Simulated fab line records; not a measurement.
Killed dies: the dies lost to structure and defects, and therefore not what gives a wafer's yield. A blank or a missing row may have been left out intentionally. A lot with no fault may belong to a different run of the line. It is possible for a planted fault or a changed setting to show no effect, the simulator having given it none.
fab line records	flow sky130
record: lots: 14	wafers: 42	last-day: 50
route steps=708 shown FIELD_ISO@5 PWDE@52 VT_ADJUST_LVTN@115 SONOS_TUNNEL@156 PAD_OPEN@708
lots that met no fault: taken from a fault-free run of the same line
start-h: the number of hours between the record's first day and the start of the first shown wafer of the lot	wait-h: time in hours since the lot's previous step	" as in the row above	L1.1+2: a single row standing in for several wafers	- no value present, or no start provided	* or withheld: withheld	< > ~ a bound
route shown NAME@n: names a module that has steps shown in the file, with the first one's number in the route	usual: average and standard deviation across the fault-free wafers	same: alike in all rows	chamber/n: place in a boat	sites: readings site by site	_std_site: how widely they spread, as a standard deviation	_edge_site: the outer-site mean with the inner-site mean subtracted	radius-mm: for every site, how far away it sits from the centre of the wafer	mask NAME#n: copy n	behind: the most recent tool/chamber to have shaped the wafer	hold: the reason the lot was held/the length of the hold in hours/how it ended	device: transistor that didn't switch, given as n, p or np	end of line: tests run on the same wafers once the route is complete	a step with no rows: only its recipe	killed: dies that structure and defects cost at the first sort, which is not the same as the wafer's yield	map: dies across one wafer; x = killed, . = not, _ = none there
set.NAME: the setting as run; set.NAME@STEP: as run at that earlier step	model.NAME: the simulator's own value behind a step, which no gauge read
the route's steps for a sample of lots (tables are steps, rows are wafers)
== steps ==
step: SKY_FIELD_ISO_THK_MEAS_04
recipe: reads: Si3N4_of_FIELD_ISO_CVD_03
usual: FIELD_ISO_CVD_03_THK: 164.4/1.4
lot.wafer	tool	chamber	start-h	wait-h	FIELD_ISO_CVD_03_THK[nm]
L265.1	film-metro-03	-	20.01	0.0	164.8
L265.2	"	-	"	"	165.7
L265.5	"	-	"	"	164.6
L266.2	film-metro-01	-	28.86	0.0	164.7
L266.4	"	-	"	"	163.7
L266.5	"	-	"	"	164.1
L267.1	film-metro-01	-	33.57	0.0	163.8
L267.5	"	-	"	"	163.5
L267.6	"	-	"	"	163.5
L268.1	film-metro-03	-	36.24	0.0	165.2
L268.3	"	-	"	"	165.3
L268.5	"	-	"	"	165.7
L271.3	film-metro-02	-	49.14	0.0	164.6
L271.4	"	-	"	"	164.9
L271.5	"	-	"	"	163.6
L272.1	film-metro-01	-	53.48	0.0	165.4
L272.2	"	-	"	"	165.0
L272.4	"	-	"	"	166.5
L274.2	film-metro-02	-	64.72	0.0	163.2
L274.3	"	-	"	"	162.9
L274.6	"	-	"	"	163.4
L273.3	film-metro-03	-	64.73	0.0	165.3
L273.5	"	-	"	"	164.1
L273.6	"	-	"	"	164.2
L275.1	film-metro-02	-	68.48	0.0	165.7
L275.5	"	-	"	"	163.8
L275.6	"	-	"	"	165.4
L280.1	film-metro-02	-	93.49	0.0	166.1
L280.2	"	-	"	"	165.4
L280.5	"	-	"	"	164.4
L281.1	film-metro-03	-	100.25	0.0	161.8
L281.3	"	-	"	"	161.6
L281.6	"	-	"	"	163.6
L282.1	film-metro-01	-	103.66	0.0	166.7
L282.4	"	-	"	"	167.2
L282.6	"	-	"	"	164.9
L284.2	film-metro-01	-	116.82	0.0	164.1
L284.5	"	-	"	"	163.7
L284.6	"	-	"	"	163.6
L287.1	film-metro-03	-	131.14	0.1	163.3
L287.3	"	-	"	"	163.6
L287.6	"	-	"	"	164.1
step: SKY_PWDE_OVL_MEAS_07
usual: PWDE_OVL: 0.5/1.3
lot.wafer	tool	chamber	start-h	wait-h	PWDE_OVL[nm]
L265.1	overlay-02	-	72.09	-	1.5
L265.2	"	-	"	"	0.7
L265.5	"	-	"	"	-1.0
L266.2	overlay-01	-	80.99	-	2.0
L266.4	"	-	"	"	2.8
L266.5	"	-	"	"	1.9
L267.1	overlay-01	-	87.09	-	-0.3
L267.5	"	-	"	"	-2.1
L267.6	"	-	"	"	-2.5
L268.1	overlay-02	-	91.17	-	1.7
L268.3	"	-	"	"	1.1
L268.5	"	-	"	"	-0.5
L271.3	overlay-01	-	105.60	-	1.6
L271.4	"	-	"	"	2.9
L271.5	"	-	"	"	3.0
L272.1	overlay-02	-	109.64	-	0.4
L272.2	"	-	"	"	-0.9
L272.4	"	-	"	"	-0.9
L274.2	overlay-02	-	124.74	-	-1.4
L274.3	"	-	"	"	-0.1
L274.6	"	-	"	"	1.6
L273.3	overlay-01	-	125.20	-	1.9
L273.5	"	-	"	"	4.1
L273.6	"	-	"	"	2.3
L275.1	overlay-02	-	128.64	-	0.4
L275.5	"	-	"	"	-0.1
L275.6	"	-	"	"	-1.2
L280.1	overlay-02	-	169.74	-	1.4
L280.2	"	-	"	"	0.7
L280.5	"	-	"	"	1.8
L281.1	overlay-02	-	178.02	-	-0.5
L281.3	"	-	"	"	-0.9
L281.6	"	-	"	"	-1.2
L282.1	overlay-01	-	178.14	-	1.4
L282.4	"	-	"	"	1.1
L282.6	"	-	"	"	-0.6
L284.2	overlay-02	-	191.09	-	-0.4
L284.5	"	-	"	"	0.4
L284.6	"	-	"	"	-0.7
L287.1	overlay-01	-	198.78	-	0.1
L287.3	"	-	"	"	0.4
L287.6	"	-	"	"	-0.8
step: SKY_VT_ADJUST_LVTN_OVL_MEAS_18
usual: VT_ADJUST_LVTN_01_OVL: -0.2/1.6
lot.wafer	tool	chamber	start-h	wait-h	VT_ADJUST_LVTN_01_OVL[nm]
L265.1	overlay-02	-	160.67	0.1	-0.7
L265.2	"	-	"	"	-2.6
L265.5	"	-	"	"	-1.3
L266.2	overlay-02	-	173.62	0.1	-0.5
L266.4	"	-	"	"	1.8
L266.5	"	-	"	"	2.6
L267.1	overlay-01	-	178.62	0.1	-2.0
L267.5	"	-	"	"	-2.0
L267.6	"	-	"	"	-1.5
L268.1	overlay-01	-	184.74	0.1	-2.3
L268.3	"	-	"	"	0.3
L268.5	"	-	"	"	-1.2
L271.3	overlay-02	-	201.30	0.1	-0.4
L271.4	"	-	"	"	-0.1
L271.5	"	-	"	"	-2.1
L272.1	overlay-02	-	207.57	0.1	0.6
L272.2	"	-	"	"	-0.8
L272.4	"	-	"	"	-0.9
L274.2	overlay-01	-	226.14	0.1	-1.7
L274.3	"	-	"	"	-1.1
L274.6	"	-	"	"	-1.3
L273.3	overlay-02	-	226.74	0.1	-0.2
L273.5	"	-	"	"	-1.0
L273.6	"	-	"	"	-0.1
L275.1	overlay-02	-	232.12	0.1	-0.5
L275.5	"	-	"	"	-1.6
L275.6	"	-	"	"	-1.9
L280.1	overlay-01	-	284.82	0.1	1.3
L280.2	"	-	"	"	0.3
L280.5	"	-	"	"	1.0
L281.1	overlay-01	-	294.97	0.1	1.5
L281.3	"	-	"	"	1.9
L281.6	"	-	"	"	1.0
L282.1	overlay-01	-	295.32	0.1	1.5
L282.4	"	-	"	"	-1.0
L282.6	"	-	"	"	1.4
L284.2	overlay-01	-	311.02	0.1	1.0
L284.5	"	-	"	"	1.7
L284.6	"	-	"	"	0.9
L287.1	overlay-01	-	319.02	0.1	1.3
L287.3	"	-	"	"	0.7
L287.6	"	-	"	"	1.3
step: SKY_SONOS_TUNNEL_COAT_02
recipe: resist: NOVOLAK	spin-rpm: 3000	resist-thk-nm: 1140
usual: chill-plate-temp-C: 23.00/0.1	dispense-pressure-kPa: 48.1/1
lot.wafer	tool	chamber	start-h	wait-h	chill-plate-temp-C	dispense-pressure-kPa
L265.1	litho-track-03	0	237.17	0.1	23.03	49.5
L265.2	"	0	"	"	22.89	49.5
L265.5	"	0	"	"	23.08	49.5
L266.2	litho-track-01	0	251.14	0.1	22.86	47.0
L266.4	"	0	"	"	22.87	47.0
L266.5	"	0	"	"	22.87	47.0
L267.1	litho-track-01	0	257.72	0.1	23.07	47.0
L267.5	"	0	"	"	23.09	47.0
L267.6	"	0	"	"	22.94	47.1
L268.1	litho-track-01	0	264.72	0.1	23.03	47.0
L268.3	"	0	"	"	22.95	47.0
L268.5	"	0	"	"	22.96	47.0
L271.3	litho-track-01	0	283.22	0.1	23.03	47.0
L271.4	"	0	"	"	22.89	47.0
L271.5	"	0	"	"	23.00	47.0
L272.1	litho-track-01	-	291.37	0.1	-	-
L272.2	"	-	"	"	-	-
L272.4	"	-	"	"	-	-
L274.2	litho-track-01	-	312.54	0.1	-	-
L274.3	"	-	"	"	-	-
L274.6	"	-	"	"	-	-
L273.3	litho-track-03	-	313.37	0.1	-	-
L273.5	"	-	"	"	-	-
L273.6	"	-	"	"	-	-
L275.1	litho-track-03	0	318.27	0.1	23.02	49.5
L275.5	"	0	"	"	23.17	49.5
L275.6	"	0	"	"	23.03	49.5
L280.1	litho-track-03	0	379.07	0.1	22.94	49.4
L280.2	"	0	"	"	23.02	49.5
L280.5	"	0	"	"	22.74	49.4
L281.1	litho-track-04	0	389.73	0.1	22.88	48.1
L281.3	"	0	"	"	22.88	48.1
L281.6	"	0	"	"	23.05	48.1
L282.1	litho-track-03	0	389.92	0.1	23.20	49.5
L282.4	"	0	"	"	23.14	49.5
L282.6	"	0	"	"	23.13	49.5
L284.2	litho-track-01	0	409.74	0.1	23.05	47.0
L284.5	"	0	"	"	22.92	47.0
L284.6	"	0	"	"	23.06	47.0
L287.1	litho-track-04	0	417.58	0.1	23.01	48.1
L287.3	"	0	"	"	23.05	48.1
L287.6	"	0	"	"	22.96	48.1
step: SKY_SONOS_TUNNEL_CD_MEAS_07
recipe: target-cd-nm: 410
usual: cd-nm: 410.0/2.4
lot.wafer	tool	chamber	start-h	wait-h	cd-nm
L265.1	cd-sem-02	-	248.93	0.1	410.9
L265.2	"	-	"	"	409.5
L265.5	"	-	"	"	409.2
L266.2	cd-sem-02	-	262.84	0.1	410.9
L266.4	"	-	"	"	408.4
L266.5	"	-	"	"	408.6
L267.1	cd-sem-02	-	269.59	0.1	410.3
L267.5	"	-	"	"	410.8
L267.6	"	-	"	"	412.2
L268.1	cd-sem-02	-	276.67	0.1	411.1
L268.3	"	-	"	"	409.1
L268.5	"	-	"	"	409.5
L271.3	cd-sem-01	-	295.96	0.1	408.2
L271.4	"	-	"	"	406.6
L271.5	"	-	"	"	408.6
L272.1	cd-sem-01	-	304.37	0.1	-
L272.2	"	-	"	"	-
L272.4	"	-	"	"	-
L274.2	cd-sem-02	-	325.95	0.1	-
L274.3	"	-	"	"	-
L274.6	"	-	"	"	-
L273.3	cd-sem-02	-	326.66	0.1	-
L273.5	"	-	"	"	-
L273.6	"	-	"	"	-
L275.1	cd-sem-01	-	331.43	0.1	410.5
L275.5	"	-	"	"	412.1
L275.6	"	-	"	"	412.0
L280.1	cd-sem-01	-	394.33	0.1	411.4
L280.2	"	-	"	"	410.0
L280.5	"	-	"	"	412.3
L281.1	cd-sem-01	-	404.58	0.1	411.6
L281.3	"	-	"	"	413.4
L281.6	"	-	"	"	410.2
L282.1	cd-sem-02	-	404.77	0.1	407.8
L282.4	"	-	"	"	408.1
L282.6	"	-	"	"	409.1
L284.2	cd-sem-01	-	424.44	0.1	411.6
L284.5	"	-	"	"	410.3
L284.6	"	-	"	"	411.2
L287.1	cd-sem-02	-	431.92	0.1	410.5
L287.3	"	-	"	"	409.2
L287.6	"	-	"	"	407.9
step: SKY_PAD_OPEN_PROBE_99
usual: killed_at_M0_to_M3: 43/6.2	killed_at_M4_up: 2.8/1.7	killed-at-contacts: 24/4.8	killed-at-front-end: 15/4.3	killed-at-other: 0.3/0.55	killed-dies: 85/8.4	killed-on-rim: 17/3.8	killed-open: 46/6.7	killed-short: 38/6.2
same: gross-dies: 492	killed-at-back-side: 0
lot.wafer	tool	chamber	start-h	wait-h	killed_at_M0_to_M3	killed_at_M4_up	killed-at-contacts	killed-at-front-end	killed-at-other	killed-dies	killed-on-rim	killed-open	killed-short
L272.1	prober-01	-	1116.57	0.1	41	3	23	425	0	492	96	51	36
L272.2	prober-01	-	1116.62	0.1	38	3	26	425	0	492	96	57	36
L272.4	prober-01	-	1116.72	0.2	45	3	31	413	0	492	96	63	34
L273.3	prober-02	-	1125.51	0.2	53	0	29	409	1	492	96	64	34
L273.5	prober-02	-	1125.61	0.2	43	1	23	425	0	492	96	47	31
L273.6	prober-02	-	1125.66	0.2	45	2	27	417	1	492	96	48	40
L274.2	prober-01	-	1131.65	0.1	41	4	25	421	1	492	96	36	46
L274.3	prober-01	-	1131.70	0.2	48	1	21	422	0	492	96	50	36
L274.6	prober-01	-	1131.85	0.2	31	2	22	437	0	492	96	41	33
killed by level:class
L272.1 SONOS_TUNNEL:area-expose=405 LI_CONTACT:geometric-particle:open=9 VIA1:geometric-particle:open=8 VIA3:geometric-particle:open=7 POLY_GATE:geometric-particle:open=7 CONTACT:geometric-particle:short=7 VIA2:geometric-particle:open=7 METAL1:geometric-particle:short=4
L272.2 SONOS_TUNNEL:area-expose=399 LI_CONTACT:geometric-particle:open=10 VIA1:geometric-particle:open=8 CONTACT:geometric-particle:open=8 FIELD_ISO:geometric-particle:open=7 VIA2:geometric-particle:open=7 POLY_GATE:geometric-particle:short=6 VIA3:geometric-particle:open=6
L272.4 SONOS_TUNNEL:area-expose=395 CONTACT:geometric-particle:open=13 LI_CONTACT:geometric-particle:open=11 VIA2:geometric-particle:open=11 VIA1:geometric-particle:open=10 POLY_GATE:geometric-particle:open=7 VIA3:geometric-particle:open=6 VIA1:geometric-particle:short=5
L273.3 SONOS_TUNNEL:area-expose=394 VIA1:geometric-particle:open=15 CONTACT:geometric-particle:open=12 LI_CONTACT:geometric-particle:open=10 FIELD_ISO:geometric-particle:open=8 METAL2:geometric-particle:short=7 VIA3:geometric-particle:open=6 VIA1:geometric-particle:short=6
L273.5 SONOS_TUNNEL:area-expose=414 VIA1:geometric-particle:open=11 CONTACT:geometric-particle:open=10 CONTACT:geometric-particle:short=5 VIA3:geometric-particle:open=5 POLY_GATE:geometric-particle:short=4 METAL2:geometric-particle:open=4 POLY_GATE:geometric-particle:open=3
L273.6 SONOS_TUNNEL:area-expose=404 CONTACT:geometric-particle:open=11 VIA2:geometric-particle:open=7 LI_CONTACT:geometric-particle:open=6 VIA1:geometric-particle:open=6 METAL2:geometric-particle:short=6 VIA3:geometric-particle:open=6 FIELD_ISO:geometric-particle:short=5
L274.2 SONOS_TUNNEL:area-expose=410 CONTACT:geometric-particle:open=10 VIA1:geometric-particle:open=9 METAL1:geometric-particle:short=7 CONTACT:geometric-particle:short=6 VIA1:geometric-particle:short=6 FIELD_ISO:geometric-particle:open=4 VIA2:geometric-particle:open=4
L274.3 SONOS_TUNNEL:area-expose=405 VIA1:geometric-particle:open=12 CONTACT:geometric-particle:open=9 VIA2:geometric-particle:open=8 METAL1:geometric-particle:short=7 LI_CONTACT:geometric-particle:open=7 VIA3:geometric-particle:open=7 VIA1:geometric-particle:short=5
L274.6 SONOS_TUNNEL:area-expose=418 CONTACT:geometric-particle:open=8 VIA1:geometric-particle:short=6 VIA2:geometric-particle:open=6 CONTACT:geometric-particle:short=5 POLY_GATE:geometric-particle:open=5 FIELD_ISO:geometric-particle:open=4 FIELD_ISO:geometric-particle:short=4
== key ==
first-sign: step: SKY_SONOS_TUNNEL_COAT_02	reading: tool-record	direction: missing
effect: step: SKY_SONOS_TUNNEL_CD_MEAS_07	reading: cd-nm	direction: missing
effect: step: SKY_PAD_OPEN_PROBE_99	reading: killed-at-front-end	direction: up	sigmas: 95	usual: 15	struck: 422
more-kills-born-at: SKY_SONOS_TUNNEL_EXPOSE_04@iline-stepper-01: 2411	SKY_SONOS_TUNNEL_EXPOSE_04@iline-stepper-02: 1233
met-at SKY_SONOS_TUNNEL_COAT_02
struck-lots L272,L273,L274
later-rows-left-out L272.1,L272.2,L272.4,L273.3,L273.5,L273.6,L274.2,L274.3,L274.6
tester-left-out L272,L273,L274
not-acting-at SKY_FIELD_ISO_THK_MEAS_04,SKY_PWDE_OVL_MEAS_07,SKY_VT_ADJUST_LVTN_OVL_MEAS_18
onset-between 283.22 291.37
fault: kind: skipped-step-whole	tool: litho-track-01,litho-track-03	chamber: -	onset-h: 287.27	steps: SKY_SONOS_TUNNEL_COAT_02	scope: struck-lots-only
tester-left-out: of these lots the tester's yield and bins aren't shown, on N5 and GAA mostly nor the transistor test; their killed dies are dies lost to structure and defects alone, not to doping, threshold or leakage, so they don't give the yield
later-rows-left-out: the simulator's readings of these wafers behind a module that went badly wrong aren't trusted and aren't shown, but for the sort
